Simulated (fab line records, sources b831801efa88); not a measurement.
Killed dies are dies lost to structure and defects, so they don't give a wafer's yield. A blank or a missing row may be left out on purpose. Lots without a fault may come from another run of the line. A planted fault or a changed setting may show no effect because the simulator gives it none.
Which tool did it? | flow sky130 | 14 lots, 42 wafers sampled, at 4 steps of a route of 708

WHAT THE GAUGES READ, wafer by wafer
SKY_NWELL_THK_MEAS_02. Usual: NWELL_OXIDATION_THK 10.07 nm, standard deviation 0.17.
lot  | measured    | on            | NWELL_OXIDATION_THK (nm) | flag
L616 | day 3 15:37 | film_metro-03 | 9.76 9.84 9.77           |
L617 | day 3 17:01 | film_metro-03 | 10.00 9.93 9.91          |
L618 | day 3 21:28 | film_metro-01 | 10.14 10.10 10.27        |
L619 | day 4 06:20 | film_metro-04 | 10.26 10.41 10.48        |
L620 | day 4 11:49 | film_metro-03 | 9.99 9.98 9.82           |
L622 | day 4 18:52 | film_metro-03 | 10.23 10.31 10.13        |
L624 | day 5 04:02 | film_metro-01 | 10.01 9.86 9.88          |
L625 | day 5 13:22 | film_metro-04 | 9.89 9.95 9.74           |
L626 | day 5 19:54 | film_metro-04 | 9.77 10.02 9.76          |
L627 | day 6 01:05 | film_metro-01 | 10.05 10.19 10.03        |
L628 | day 6 06:49 | film_metro-01 | 10.22 10.09 10.12        |
L629 | day 6 13:40 | film_metro-01 | 10.22 10.23 10.20        |
L631 | day 6 20:38 | film_metro-03 | 9.92 10.15 10.22         |
L634 | day 7 12:07 | film_metro-03 | 10.12 9.92 10.04         |

SKY_VT_ADJUST_LVTN_TW_MEAS_10. Usual: VT_ADJUST_LVTN_TW 239.4, standard deviation 2.8.
lot  | measured     | on            | VT_ADJUST_LVTN_TW | flag
L616 | day 8 09:43  | film_metro-04 | 242.0 240.8 241.9 |
L617 | day 8 11:32  | film_metro-04 | 241.5 241.6 240.9 |
L618 | day 8 15:29  | film_metro-03 | 236.8 237.4 236.7 |
L619 | day 9 03:17  | film_metro-03 | 236.3 235.8 235.6 |
L620 | day 9 09:20  | film_metro-03 | 236.9 236.6 234.9 |
L622 | day 9 21:51  | film_metro-02 | 238.0 239.8 237.9 |
L624 | day 10 07:29 | film_metro-03 | 237.6 237.8 237.9 |
L625 | day 10 20:34 | film_metro-02 | 236.4 236.6 235.4 |
L626 | day 11 02:21 | film_metro-04 | 242.7 242.3 241.5 |
L627 | day 11 10:09 | film_metro-04 | 241.2 241.7 242.8 |
L628 | day 11 16:59 | film_metro-02 | 236.9 238.0 237.0 |
L629 | day 12 01:23 | film_metro-02 | 237.4 235.3 236.5 |
L631 | day 12 12:12 | film_metro-04 | 242.2 243.0 242.2 |
L634 | day 13 08:25 | film_metro-04 | 241.8 241.6 241.7 |

WHICH TOOL RAN EACH LOT (tool, then ch and the chambers of the sampled wafers, then the start)
lot  | SKY_PWDE_EXPOSE_04                 | SKY_NWELL_STRIP_25
L616 | iline_stepper-02 ch 0, day 4 16:43 | plasma_asher-03 ch 0,1, day 6 16:22
L617 | iline_stepper-01 ch 0, day 4 18:31 | plasma_asher-01 ch 0, day 6 17:58
L618 | iline_stepper-01 ch 0, day 4 23:15 | plasma_asher-03 ch 0,1, day 6 22:08
L619 | iline_stepper-02 ch 0, day 5 09:32 | plasma_asher-02 ch 0,1, day 7 08:59
L620 | iline_stepper-02 ch 0, day 5 15:02 | plasma_asher-01 ch 0,1, day 7 14:14
L622 | iline_stepper-01 ch 0, day 5 23:50 | plasma_asher-01 ch 0,1, day 8 01:37
L624 | iline_stepper-01 ch 0, day 6 08:25 | plasma_asher-03 ch 0,1, day 8 11:16
L625 | iline_stepper-01 ch 0, day 6 17:56 | plasma_asher-03 ch 0,1, day 8 22:19
L626 | iline_stepper-02 ch 0, day 7 01:19 | plasma_asher-02 ch 0,1, day 9 04:10
L627 | iline_stepper-01, day 7 05:51      | plasma_asher-01 ch 0,1, day 9 09:09
L628 | iline_stepper-02, day 7 11:32      | plasma_asher-01 ch 0,1, day 9 16:11
L629 | iline_stepper-02 ch 0, day 7 17:55 | plasma_asher-01 ch 0,1, day 9 23:55
L631 | iline_stepper-02 ch 0, day 8 02:44 | plasma_asher-01 ch 0,1, day 10 09:13
L634 | iline_stepper-02 ch 0, day 8 20:11 | plasma_asher-03 ch 0,1, day 11 03:40
- SKY_PWDE_EXPOSE_04: exposes mask PWDEM, target cd 840 nm.
- SKY_NWELL_STRIP_25: strips in O2/N2.

WHAT THE TOOLS THEMSELVES READ (means of the sampled wafers that have a number; where no wafer has one, the mark that the record gives instead)
SKY_PWDE_EXPOSE_04. Usual: exposure_dose_mJ_cm2 213.94, standard deviation 0.22; focus_offset_nm 0.0 nm, standard deviation 0.6.
lot  | tool             | exposure_dose_mJ_cm2 | focus_offset_nm (nm) | flag
L616 | iline_stepper-02 | 213.90               | -0.3                 |
L617 | iline_stepper-01 | 214.20               | 0.2                  |
L618 | iline_stepper-01 | 213.88               | -0.3                 |
L619 | iline_stepper-02 | 213.72               | -0.5                 |
L620 | iline_stepper-02 | 213.96               | 0.2                  |
L622 | iline_stepper-01 | 213.65               | -1.0                 |
L624 | iline_stepper-01 | 213.76               | 0.2                  |
L625 | iline_stepper-01 | 214.12               | -0.1                 |
L626 | iline_stepper-02 | 213.72               | 0.1                  |
L627 | iline_stepper-01 | -                    | -                    | OFF
L628 | iline_stepper-02 | -                    | -                    | OFF
L629 | iline_stepper-02 | 214.14               | -1.0                 |
L631 | iline_stepper-02 | 214.00               | 0.1                  |
L634 | iline_stepper-02 | 214.16               | -0.2                 |

SKY_NWELL_STRIP_25. Usual: drypump_motor_current_A 5.9 A, standard deviation 0.35; oes_product_au 0.723 a.u., standard deviation 0.0044; strip_time_to_endpoint_s 36.87 s, standard deviation 0.099.
lot  | tool            | drypump_motor_current_A (A) | oes_product_au (a.u.) | strip_time_to_endpoint_s (s) | flag
L616 | plasma_asher-03 | 6.2                         | 0.722                 | 36.88                        |
L617 | plasma_asher-01 | 5.7                         | 0.722                 | 37.04                        |
L618 | plasma_asher-03 | 6.2                         | 0.718                 | 36.95                        |
L619 | plasma_asher-02 | 5.9                         | 0.722                 | 36.94                        |
L620 | plasma_asher-01 | 5.4                         | 0.730                 | 36.93                        |
L622 | plasma_asher-01 | 5.4                         | 0.724                 | 36.88                        |
L624 | plasma_asher-03 | 6.2                         | 0.722                 | 36.82                        |
L625 | plasma_asher-03 | 6.2                         | 0.722                 | 36.93                        |
L626 | plasma_asher-02 | 5.9                         | 0.724                 | 36.95                        |
L627 | plasma_asher-01 | 5.6                         | 0.723                 | 37.07                        |
L628 | plasma_asher-01 | 5.4                         | 0.722                 | 36.66                        |
L629 | plasma_asher-01 | 5.6                         | 0.722                 | 36.97                        |
L631 | plasma_asher-01 | 5.6                         | 0.722                 | 36.95                        |
L634 | plasma_asher-03 | 6.2                         | 0.721                 | 36.92                        |

THE ANSWER, worked out from the rows above alone
Rule: a lot is off if the mean of its wafers that have a number lies more than 3 standard deviations from the usual mean. A lot without any number at a reading at which 4 lots or more have one is off too. The other lots that the step has rows for count as sound. The gauges are gone through in route order, then the tools' own readings, and for those a lot's mean is taken as printed above. The first step at which some lot is off is used, and at that step the reading that is off furthest; a lot without a number counts as furthest.
Off: L627, L628, at SKY_PWDE_EXPOSE_04 (exposure_dose_mJ_cm2). Without a number there: L627, L628.
A tool fits if, at that step or a process step before it, it ran every lot that is off, and no sound lot after the first of them. None of those tried fits.

WHAT THE SIMULATOR HAD PUT IN
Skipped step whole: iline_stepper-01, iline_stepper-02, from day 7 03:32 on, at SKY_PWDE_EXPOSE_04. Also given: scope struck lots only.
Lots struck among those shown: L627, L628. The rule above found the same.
